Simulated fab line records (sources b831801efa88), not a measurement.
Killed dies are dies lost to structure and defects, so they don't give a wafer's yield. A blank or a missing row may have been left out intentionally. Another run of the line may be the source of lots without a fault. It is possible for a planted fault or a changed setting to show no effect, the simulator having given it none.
fab line records    flow gf180mcu
[record] lots = 6  wafers = 18  lastDay = 34
route steps=602 shown M2@374 V2@382 M3@409
lots with no fault: from the same line, run without faults
startH: hours from the record's first day to the start of the lot's first wafer shown    waitH: hours since the lot's step before    " as in the row above    L1.1+2: several wafers, shown together as one row    - no value, or no start was given    * or withheld: withheld    < > ~ a bound
route shown NAME@n: names a module that has steps shown in the file, with the first one's number in the route    usual: the fault-free wafers' mean and standard deviation    same: alike in all rows    chamber/n: place in a boat    sites: each site's reading    _std_site: standard deviation across them    _edge_site: outer sites' mean less inner sites'    radiusMm: how far each site lies from the wafer's centre    mask NAME#n: copy n    behind: the tool/chamber that last shaped the wafer    hold: reason for holding the lot/hours on hold/outcome of the hold    device: whichever transistor did not switch (one of n, p or np)    end of line: at the end of the route, the tests of the same wafers    a step without rows: its recipe alone    killed: the dies lost at the first sort to structure and to defects; this is not the yield of the wafer    map: dies across one wafer; x = killed, . = not, _ = none there
set.NAME: the setting that was run; set.NAME@STEP: the one run at that earlier step    model.NAME: the simulator's own value behind a step, which no gauge read
lots seen at some steps along the route; tables by step, rows by wafer
services: the hour from which a tool's chamber was out of use, counted from the record's first day as startH (under 0 if before that day), plus the number of hours and why
[[steps]]
[step GF_M2_PEB_12]
[recipe] pebTempC = 135  pebTimeS = 90  resist = KrF
[step GF_M2_DEVELOP_13]
[recipe] developTimeS = 60  devTempC = 21
[step GF_M2_CD_MEAS_14]
[recipe] targetCdNm = 280
[usual] cdNm = 279.9/1.3
lot.wafer  tool      chamber  startH  waitH  cdNm
L398.2     cdSem-01  -        532.70  0.1    280.3
L398.5     "         -        "       "      280.8
L398.6     "         -        "       "      281.7
L399.3     cdSem-02  -        536.11  0.1    280.7
L399.4     "         -        "       "      279.9
L399.6     "         -        "       "      280.6
L404.1     cdSem-02  -        576.24  0.1    281.8
L404.2     "         -        "       "      281.3
L404.6     "         -        "       "      281.2
L405.1     cdSem-01  -        590.83  0.1    278.4
L405.4     "         -        "       "      278.1
L405.6     "         -        "       "      278.5
L409.1     cdSem-01  -        615.04  0.1    278.8
L409.3     "         -        "       "      279.3
L409.6     "         -        "       "      279.8
L411.1     cdSem-01  -        631.68  0.1    279.9
L411.5     "         -        "       "      279.6
L411.6     "         -        "       "      279.8
[step GF_M2_OVL_MEAS_15]
[usual] M2_OVL = 3/6.1
lot.wafer  tool        chamber  startH  waitH  M2_OVL[nm]
L398.2     overlay-01  -        532.81  0.1    15
L398.5     "           -        "       "      6
L398.6     "           -        "       "      8
L399.3     overlay-02  -        536.20  0.1    13
L399.4     "           -        "       "      2
L399.6     "           -        "       "      10
L404.1     overlay-02  -        576.36  0.1    3
L404.2     "           -        "       "      0
L404.6     "           -        "       "      -3
L405.1     overlay-02  -        590.95  0.1    5
L405.4     "           -        "       "      -1
L405.6     "           -        "       "      7
L409.1     overlay-02  -        615.16  0.1    3
L409.3     "           -        "       "      6
L409.6     "           -        "       "      11
L411.1     overlay-02  -        631.80  0.1    1
L411.5     "           -        "       "      7
L411.6     "           -        "       "      5
[step GF_M2_METAL_ETCH_16]
[recipe] chemistry = Cl2/BCl3  maskMaterial = KrF  targetDepthNm = 750.8  stopOn = SiO2  pressureMtorr = 8  icpW = 800  biasW = 140  Cl2_flow_sccm = 80  bcl3FlowSccm = 40  timeS = 125.1
[step GF_M2_STRIP_17]
[recipe] chemistry = O2/N2  powerW = 1400  pressureMtorr = 1500  platenTempC = 250  o2FlowSccm = 3000  n2FlowSccm = 300  overashFraction = 0.5
[step GF_M2_STRIP_18]
[recipe] chemistry = postEtchResidueRemover  timeS = 1200  tempC = 72.5
[step GF_M2_CLEAN_19]
[recipe] chemistry = DIW  dry = n2Spin
[step GF_V2_CVD_00]
[recipe] material = SiO2  targetThkNm = 600  sigmaOpenFrac = 0.3  tempC = 400  timeS = 100  sih4FlowSccm = 60  pressureMtorr = 6
[step GF_V2_THK_MEAS_01]
[recipe] reads = SiO2_of_V2_CVD_00
[usual] V2_CVD_00_THK = 599/7.2
lot.wafer  tool          chamber  startH  waitH  V2_CVD_00_THK[nm]
L398.2     filmMetro-02  -        533.73  0.0    599
L398.5     "             -        "       "      597
L398.6     "             -        "       "      605
L399.3     filmMetro-02  -        537.02  0.1    604
L399.4     "             -        "       "      603
L399.6     "             -        "       "      596
L404.1     filmMetro-04  -        577.13  0.0    603
L404.2     "             -        "       "      600
L404.6     "             -        "       "      599
L405.1     filmMetro-03  -        591.85  0.0    602
L405.4     "             -        "       "      609
L405.6     "             -        "       "      595
L409.1     filmMetro-04  -        615.93  0.0    600
L409.3     "             -        "       "      594
L409.6     "             -        "       "      583
L411.1     filmMetro-04  -        632.57  0.0    588
L411.5     "             -        "       "      588
L411.6     "             -        "       "      599
[step GF_V2_CVD_02]
[recipe] material = SiO2  targetThkNm = 850  precursor = TEOS  tempC = 400  timeS = 94.851  rfW = 600
[step GF_V2_THK_MEAS_03]
[recipe] reads = SiO2_of_V2_CVD_02
[usual] V2_CVD_02_THK = 852/12
lot.wafer  tool          chamber  startH  waitH  V2_CVD_02_THK[nm]
L398.2     filmMetro-03  -        533.85  0.0    847
L398.5     "             -        "       "      847
L398.6     "             -        "       "      860
L399.3     filmMetro-03  -        537.15  0.1    857
L399.4     "             -        "       "      849
L399.6     "             -        "       "      859
L404.1     filmMetro-03  -        577.26  0.0    852
L404.2     "             -        "       "      860
L404.6     "             -        "       "      870
L405.1     filmMetro-04  -        591.98  0.0    862
L405.4     "             -        "       "      874
L405.6     "             -        "       "      870
L409.1     filmMetro-02  -        616.06  0.0    845
L409.3     "             -        "       "      856
L409.6     "             -        "       "      849
L411.1     filmMetro-03  -        632.70  0.0    860
L411.5     "             -        "       "      871
L411.6     "             -        "       "      862
[step GF_V2_CMP_04]
[recipe] material = SiO2  downForcePsi = 4  platenRpm = 60  padVelocityMS = 0.94248
[usual] motorCurrentA = 12.7/1.3  platenRpm = 60.00/0.037  timeToEndpointS = 83/5.4
lot.wafer  tool    chamber  startH  waitH  motorCurrentA  platenRpm  timeToEndpointS  model.SiO2_of_V2_CVD_02.thkNm
L398.2     cmp-01  1        534.00  0.1    12.9           59.98      57               696.7
L398.5     "       3        "       "      12.2           59.99      64               697.7
L398.6     "       0        "       "      12.7           59.93      65               697.1
L399.4     cmp-01  3        537.19  0.0    13.1           60.02      65               696.9
L399.3     "       1        "       "      13.4           60.02      63               694.8
L399.6     "       0        "       "      13.1           60.02      61               696.7
L404.2     cmp-02  0        577.40  0.1    12.5           59.93      87               633
L404.1     "       3        "       "      12.2           59.97      84               635.7
L404.6     "       1        "       "      11.7           59.97      91               635
L405.4     cmp-02  2        592.33  0.3    15.0           60.00      89               633.3
L405.1     "       3        "       "      12.2           60.06      91               635.1
L405.6     "       0        "       "      11.9           60.00      91               634.6
L409.3     cmp-02  3        616.12  0.0    12.2           59.92      83               632.3
L409.1     "       0        "       "      12.5           60.01      77               631.3
L409.6     "       3        "       "      11.6           60.01      80               632.8
L411.1     cmp-01  3        632.81  0.1    12.8           59.98      85               634.8
L411.6     "       2        "       "      11.4           59.99      83               634.4
L411.5     "       3        "       "      13.1           60.01      86               634.9
[step GF_V2_BOW_MEAS_05]
[recipe] mode = bow
[usual] V2_BOW = 98/7.7
lot.wafer  tool          chamber  startH  waitH  V2_BOW[um]
L398.2     filmMetro-02  -        534.22  0.2    104
L398.5     "             -        "       "      97
L398.6     "             -        "       "      105
L399.3     filmMetro-04  -        537.53  0.2    95
L399.4     "             -        "       "      114
L399.6     "             -        "       "      107
L404.1     filmMetro-04  -        577.70  0.1    94
L404.2     "             -        "       "      100
L404.6     "             -        "       "      97
L405.1     filmMetro-02  -        592.53  0.1    113
L405.4     "             -        "       "      93
L405.6     "             -        "       "      82
L409.1     filmMetro-02  -        616.42  0.2    96
L409.3     "             -        "       "      89
L409.6     "             -        "       "      103
L411.1     filmMetro-02  -        633.06  0.2    96
L411.5     "             -        "       "      91
L411.6     "             -        "       "      85
[step GF_V2_DEHYDRATE_06]
[recipe] tempC = 200  timeS = 60
[step GF_V2_HMDS_07]
[recipe] primeTimeS = 60  primeTempC = 120
[step GF_V2_COAT_08]
[recipe] resist = BARC  tempC = withheld  timeS = withheld  spinRpm = withheld  resistThkNm = withheld
[step GF_V2_COAT_09]
[recipe] resist = KrF  spinRpm = withheld  resistThkNm = 1000
[step GF_V2_SOFTBAKE_10]
[recipe] tempC = 130  timeS = 60  resist = KrF
[step GF_V2_EXPOSE_11]
[recipe] maskId = Via2  targetCdNm = 260  na = 0.68  sourceShape = conventional  sigmaOuter = 0.6  doseMj = 38
[step GF_V2_PEB_12]
[recipe] pebTempC = 135  pebTimeS = 90  resist = KrF
[step GF_V2_DEVELOP_13]
[recipe] developTimeS = 60  resist = KrF  devTempC = 21
[step GF_V2_CD_MEAS_14]
[recipe] targetCdNm = 260
[usual] cdNm = 259.8/1.2
lot.wafer  tool      chamber  startH  waitH  cdNm
L398.2     cdSem-01  -        555.69  0.1    259.8
L398.5     "         -        "       "      258.1
L398.6     "         -        "       "      261.0
L399.3     cdSem-02  -        560.24  0.1    260.2
L399.4     "         -        "       "      259.7
L399.6     "         -        "       "      261.1
L404.1     cdSem-02  -        599.12  0.1    259.0
L404.2     "         -        "       "      260.1
L404.6     "         -        "       "      259.2
L405.1     cdSem-02  -        613.92  0.1    258.8
L405.4     "         -        "       "      258.9
L405.6     "         -        "       "      259.1
L409.1     cdSem-02  -        636.35  0.1    260.2
L409.3     "         -        "       "      261.3
L409.6     "         -        "       "      261.5
L411.1     cdSem-02  -        652.97  0.1    261.3
L411.5     "         -        "       "      261.6
L411.6     "         -        "       "      263.0
[step GF_V2_OVL_MEAS_15]
[usual] V2_OVL = 1/4.3
lot.wafer  tool        chamber  startH  waitH  V2_OVL[nm]
L398.2     overlay-01  -        555.79  0.1    7
L398.5     "           -        "       "      4
L398.6     "           -        "       "      -3
L399.3     overlay-02  -        560.33  0.1    -8
L399.4     "           -        "       "      -1
L399.6     "           -        "       "      -1
L404.1     overlay-02  -        599.24  0.1    3
L404.2     "           -        "       "      7
L404.6     "           -        "       "      5
L405.1     overlay-02  -        614.04  0.1    -2
L405.4     "           -        "       "      -1
L405.6     "           -        "       "      1
L409.1     overlay-02  -        636.47  0.1    0
L409.3     "           -        "       "      4
L409.6     "           -        "       "      7
L411.1     overlay-02  -        653.09  0.1    2
L411.5     "           -        "       "      13
L411.6     "           -        "       "      8
[step GF_V2_ETCH_16]
[recipe] chemistry = N2/H2  targetDepthA = withheld  overetchA = withheld  timeS = withheld  target = BARC  ionEnergyEv = 196.4  sourceW = 500  biasW = 100  pressureMtorr = 30  n2FlowSccm = 100  h2FlowSccm = 200
[step GF_V2_ETCH_17]
[recipe] chemistry = C4F8/O2/Ar  maskMaterial = KrF  target = SiO2  stopOn = TiN  sourceW = 1500  biasW = 1200  pressureMtorr = 40  c4f8FlowSccm = withheld  O2_flow_sccm = 6  Ar_flow_sccm = 300  timeS = withheld  targetDepthA = 6300
[usual] oesProductAu = 0.857/0.0039
lot.wafer  tool        chamber  startH  waitH  oesProductAu  model.etch.depthNm  model.V2.featureDepthNm
L398.2     rieDiel-01  2        -       -      0.907         696.7               696.7
L398.5     "           2        "       "      0.910         697.7               697.7
L398.6     "           1        "       "      0.903         697.1               697.1
L399.3     rieDiel-03  3        -       -      0.909         694.8               694.8
L399.4     "           1        "       "      0.906         696.9               696.9
L399.6     "           2        "       "      0.909         696.7               696.7
L404.1     rieDiel-04  3        -       -      0.860         635.7               635.7
L404.2     "           2        "       "      0.860         633                 633
L404.6     "           3        "       "      0.857         635                 635
L405.1     rieDiel-04  3        -       -      0.854         635.1               635.1
L405.4     "           2        "       "      0.857         633.3               633.3
L405.6     "           2        "       "      0.861         634.6               634.6
L409.1     rieDiel-03  1        -       -      0.857         631.3               631.3
L409.3     "           3        "       "      0.853         632.3               632.3
L409.6     "           3        "       "      0.856         632.8               632.8
L411.1     rieDiel-03  0        -       -      0.857         634.8               634.8
L411.5     "           2        "       "      0.856         634.9               634.9
L411.6     "           3        "       "      0.858         634.4               634.4
[step GF_V2_STRIP_18]
[recipe] chemistry = O2/N2  powerW = 1400  pressureMtorr = 1500  platenTempC = 250  o2FlowSccm = 3000  n2FlowSccm = 300  overashFraction = 0.5
[usual] drypumpMotorCurrentA = 5.8/0.61  heaterPowerW = 308/24  oesProductAu = 0.593/0.005  platenTempC = 250.01/0.2
lot.wafer  tool            chamber  startH  waitH  drypumpMotorCurrentA  heaterPowerW  oesProductAu  platenTempC  rfHoursCounterH
L398.2     plasmaAsher-02  1        555.95  -      5.9                   300           0.590         250.03       93
L398.5     "               1        "       "      5.9                   295           0.602         250.20       -
L398.6     "               0        "       "      6.5                   318           0.593         250.19       -
L399.3     plasmaAsher-02  0        560.52  -      6.4                   319           0.598         249.78       -
L399.4     "               1        "       "      5.9                   297           0.599         249.63       -
L399.6     "               1        "       "      5.9                   289           0.591         249.41       -
L404.1     plasmaAsher-01  0        599.40  -      5.9                   326           0.587         250.16       52
L404.2     "               1        "       "      5.5                   339           0.589         249.95       52
L404.6     "               1        "       "      5.5                   349           0.597         249.67       -
L405.1     plasmaAsher-03  0        614.20  -      6.5                   302           0.596         249.95       16
L405.4     "               1        "       "      4.9                   273           0.590         249.88       -
L405.6     "               0        "       "      6.5                   307           0.594         249.86       -
L409.1     plasmaAsher-03  1        636.64  -      4.9                   276           0.590         250.15       18
L409.3     "               0        "       "      6.5                   301           0.598         249.90       -
L409.6     "               0        "       "      6.5                   300           0.592         249.78       -
L411.1     plasmaAsher-01  0        653.25  -      6.0                   327           0.594         249.98       58
L411.5     "               1        "       "      5.5                   341           0.592         250.04       -
L411.6     "               0        "       "      6.0                   331           0.599         249.92       -
[step GF_V2_STRIP_19]
[recipe] chemistry = postEtchResidueRemover  timeS = 1200  tempC = 72.5
[step GF_V2_CLEAN_20]
[recipe] chemistry = DIW  dry = n2Spin
[step GF_V2_SPUTTER_21]
[recipe] material = Ti  targetThkNm = 15  chamberPressurePa = 5  powerW = 2500  substrateTempC = 200  timeS = 80.02
[usual] throttleValvePct = 30.1/1.1
lot.wafer  tool           chamber  startH  waitH  throttleValvePct
L398.2     pvdSputter-02  -        556.53  0.0    28.8
L398.5     "              -        "       "      29.8
L398.6     "              -        "       "      28.7
L399.3     pvdSputter-03  -        561.06  0.0    31.7
L399.4     "              -        "       "      30.5
L399.6     "              -        "       "      29.5
L404.1     pvdSputter-04  -        599.94  0.0    27.8
L404.2     "              -        "       "      29.2
L404.6     "              -        "       "      30.9
L405.1     pvdSputter-03  -        614.74  0.0    32.0
L405.4     "              -        "       "      30.8
L405.6     "              -        "       "      30.7
L409.1     pvdSputter-04  -        637.21  0.0    30.2
L409.3     "              -        "       "      27.9
L409.6     "              -        "       "      30.6
L411.1     pvdSputter-04  -        653.82  0.0    30.6
L411.5     "              -        "       "      27.8
L411.6     "              -        "       "      30.3
[step GF_V2_SPUTTER_22]
[recipe] material = TiN  targetThkNm = 10  chamberPressurePa = 5  powerW = 4000  timeS = 40
[usual] throttleValvePct = 30.1/1.1
lot.wafer  tool           chamber  startH  waitH  throttleValvePct
L398.2     pvdSputter-02  -        556.59  0.0    28.8
L398.5     "              -        "       "      29.7
L398.6     "              -        "       "      28.6
L399.3     pvdSputter-03  -        561.12  0.0    32.0
L399.4     "              -        "       "      30.7
L399.6     "              -        "       "      29.3
L404.1     pvdSputter-04  -        600.00  0.0    27.9
L404.2     "              -        "       "      29.2
L404.6     "              -        "       "      30.8
L405.1     pvdSputter-03  -        614.81  0.0    31.8
L405.4     "              -        "       "      30.8
L405.6     "              -        "       "      30.8
L409.1     pvdSputter-04  -        637.27  0.0    30.5
L409.3     "              -        "       "      27.8
L409.6     "              -        "       "      30.5
L411.1     pvdSputter-04  -        653.88  0.0    30.9
L411.5     "              -        "       "      28.0
L411.6     "              -        "       "      30.4
[step GF_V2_CVD_23]
[recipe] material = W  targetThkNm = 350  timeS = 104.94  tempC = 400  pressureTorr = 40
[usual] heaterPowerW = 790/73
lot.wafer  tool     chamber  startH  waitH  heaterPowerW
L398.2     cvdW-02  1        556.63  0.0    879
L398.5     "        0        "       "      681
L398.6     "        1        "       "      854
L399.3     cvdW-02  0        561.20  0.1    678
L399.4     "        1        "       "      873
L399.6     "        0        "       "      668
L404.1     cvdW-02  1        600.04  0.0    873
L404.2     "        0        "       "      677
L404.6     "        1        "       "      871
L405.1     cvdW-02  0        614.84  0.0    670
L405.4     "        1        "       "      879
L405.6     "        0        "       "      680
L409.1     cvdW-01  0        637.48  0.2    797
L409.3     "        1        "       "      784
L409.6     "        0        "       "      804
L411.1     cvdW-02  0        653.92  0.0    670
L411.5     "        1        "       "      880
L411.6     "        0        "       "      678
[step GF_V2_RS_MEAS_24]
[recipe] thkMeasGauge = four-point-probe  reads = W_of_V2_CVD_23+TiN_of_V2_SPUTTER_22+Ti_of_V2_SPUTTER_21
[usual] V2_W_RS = 0.327/0.0056
lot.wafer  tool          chamber  startH  waitH  V2_W_RS[ohm/sq]
L398.2     filmMetro-03  -        556.76  0.1    0.329
L398.5     "             -        "       "      0.339
L398.6     "             -        "       "      0.324
L399.3     filmMetro-03  -        561.31  0.1    0.338
L399.4     "             -        "       "      0.327
L399.6     "             -        "       "      0.336
L404.1     filmMetro-03  -        600.15  0.1    0.319
L404.2     "             -        "       "      0.330
L404.6     "             -        "       "      0.321
L405.1     filmMetro-04  -        614.96  0.1    0.335
L405.4     "             -        "       "      0.322
L405.6     "             -        "       "      0.336
L409.1     filmMetro-04  -        637.59  0.1    0.322
L409.3     "             -        "       "      0.329
L409.6     "             -        "       "      0.320
L411.1     filmMetro-02  -        654.03  0.1    0.332
L411.5     "             -        "       "      0.319
L411.6     "             -        "       "      0.334
[step GF_V2_THK_MEAS_25]
[recipe] thkMeasGauge = xrf  reads = W_of_V2_CVD_23
[usual] V2_W_THK = 365/6.8
lot.wafer  tool          chamber  startH  waitH  V2_W_THK[nm]
L398.2     filmMetro-03  -        556.87  0.1    363
L398.5     "             -        "       "      350
L398.6     "             -        "       "      367
L399.3     filmMetro-03  -        561.41  0.1    350
L399.4     "             -        "       "      364
L399.6     "             -        "       "      352
L404.1     filmMetro-03  -        600.27  0.1    373
L404.2     "             -        "       "      361
L404.6     "             -        "       "      372
L405.1     filmMetro-04  -        615.08  0.1    355
L405.4     "             -        "       "      371
L405.6     "             -        "       "      353
L409.1     filmMetro-04  -        637.71  0.1    372
L409.3     "             -        "       "      364
L409.6     "             -        "       "      372
L411.1     filmMetro-02  -        654.15  0.1    368
L411.5     "             -        "       "      379
L411.6     "             -        "       "      363
[step GF_V2_CMP_26]
[recipe] stopOn = SiO2  downForcePsi = 3.5  platenRpm = 60  tOverpolishS = 15  targetThkNm = 0  padVelocityMS = 0.94248
[usual] motorCurrentA = 11.8/1.2  platenRpm = 60.00/0.037
lot.wafer  tool    chamber  startH  waitH  motorCurrentA  platenRpm  model.SiO2_of_V2_CVD_02.thkNm
L398.2     cmp-02  3        557.02  0.1    11.1           60.01      692.9
L398.5     "       1        "       "      11.4           60.05      693.9
L398.6     "       2        "       "      14.7           59.98      693.3
L399.3     cmp-01  3        561.45  0.0    11.6           60.03      691
L399.4     "       2        "       "      9.9            59.97      693.1
L399.6     "       3        "       "      11.9           59.98      692.9
L404.2     cmp-02  1        600.33  0.0    11.7           60.05      629.3
L404.1     "       2        "       "      13.8           60.05      631.9
L404.6     "       2        "       "      14.1           60.02      631.2
L405.4     cmp-02  3        615.24  0.1    11.3           60.00      629.6
L405.1     "       0        "       "      10.7           59.90      631.3
L405.6     "       1        "       "      10.7           59.98      630.8
L409.1     cmp-02  1        637.90  0.2    11.7           60.04      627.5
L409.3     "       2        "       "      14.3           59.98      628.5
L409.6     "       1        "       "      11.2           59.98      629
L411.1     cmp-01  3        654.21  0.1    11.5           59.99      631
L411.6     "       3        "       "      12.1           59.93      630.6
L411.5     "       0        "       "      11.8           59.99      631.1
[step GF_M3_SPUTTER_00]
[recipe] material = Ti  targetThkNm = 37.5  arrivingIonEnergyEv = 80  substrateTempC = 200  chamberPressurePa = 2  powerW = 4000  timeS = 150
[usual] throttleValvePct = 29.7/0.69
lot.wafer  tool           chamber  startH  waitH  throttleValvePct
L398.2     pvdSputter-04  -        557.22  0.1    30.5
L398.5     "              -        "       "      30.9
L398.6     "              -        "       "      30.6
L399.3     pvdSputter-04  -        561.75  0.2    30.5
L399.4     "              -        "       "      29.3
L399.6     "              -        "       "      27.9
L404.1     pvdSputter-01  -        600.63  0.2    30.0
L404.2     "              -        "       "      29.5
L404.6     "              -        "       "      29.8
L405.1     pvdSputter-02  -        615.44  0.1    30.1
L405.4     "              -        "       "      29.9
L405.6     "              -        "       "      30.2
L409.1     pvdSputter-02  -        638.20  0.2    30.3
L409.3     "              -        "       "      28.7
L409.6     "              -        "       "      28.9
L411.1     pvdSputter-01  -        654.51  0.2    29.8
L411.5     "              -        "       "      30.0
L411.6     "              -        "       "      29.1
[[services]]
tool            chamber  startH  hours  kind
plasmaAsher-02  -        527.12  2.9    repair
cmp-02          -        538.17  5.8    pm
rieDiel-03      1        550.91  5.8    repair
cmp-02          -        554.03  1.0    repair
rieDiel-01      -        557.29  0.1    repair
pvdSputter-02   -        559.77  2.9    repair
pvdSputter-02   -        560.86  6.2    repair
rieDiel-03      3        567.02  14.1   repair
cmp-01          -        572.26  4.0    pm
plasmaAsher-03  -        576.54  6.2    repair
rieDiel-03      -        579.74  0.6    repair
plasmaAsher-01  -        581.03  1.3    repair
cvdW-02         -        587.53  2.8    pm
pvdSputter-03   -        592.64  20.9   repair
rieDiel-01      -        606.73  0.7    repair
pvdSputter-04   -        611.37  0.9    repair
plasmaAsher-02  -        613.08  0.4    repair
cmp-02          -        619.04  9.2    pm
plasmaAsher-02  -        625.04  1.2    repair
cmp-01          -        627.24  1.4    repair
rieDiel-04      0        629.95  2.0    repair
cvdW-02         -        634.51  6.9    pm
pvdSputter-04   3        650.57  -      consumableReplace:kit
pvdSputter-04   3        650.57  18.0   scheduledDown
[[key]]
[firstSign] step = GF_V2_CMP_04  reading = timeToEndpointS  direction = down  sigmas = 3.8  usual = *  struck = *
[effect] step = GF_V2_ETCH_17  reading = oesProductAu  direction = up  sigmas = 13  usual = 0.857  struck = 0.907
[modelEffect] step = GF_V2_CMP_04  value = SiO2_of_V2_CVD_02.thkNm  without = 633.4  struck = 696.6
[modelEffect] step = GF_V2_ETCH_17  value = etch.depthNm  without = 633.4  struck = 696.6
[modelEffect] step = GF_V2_CMP_26  value = SiO2_of_V2_CVD_02.thkNm  without = 629.6  struck = 692.8
metAt GF_V2_CMP_04
struckWafers L398.2,L398.5,L398.6,L399.3,L399.4,L399.6
[fault] kind = processParameterDrift  tool = cmp-01  chamber = -  onsetH = 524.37  steps = GF_V2_CMP_04  channel = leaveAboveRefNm  offset = 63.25  shape = step  endH = 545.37  actsIn = theseRecipesOnly  stated = 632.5
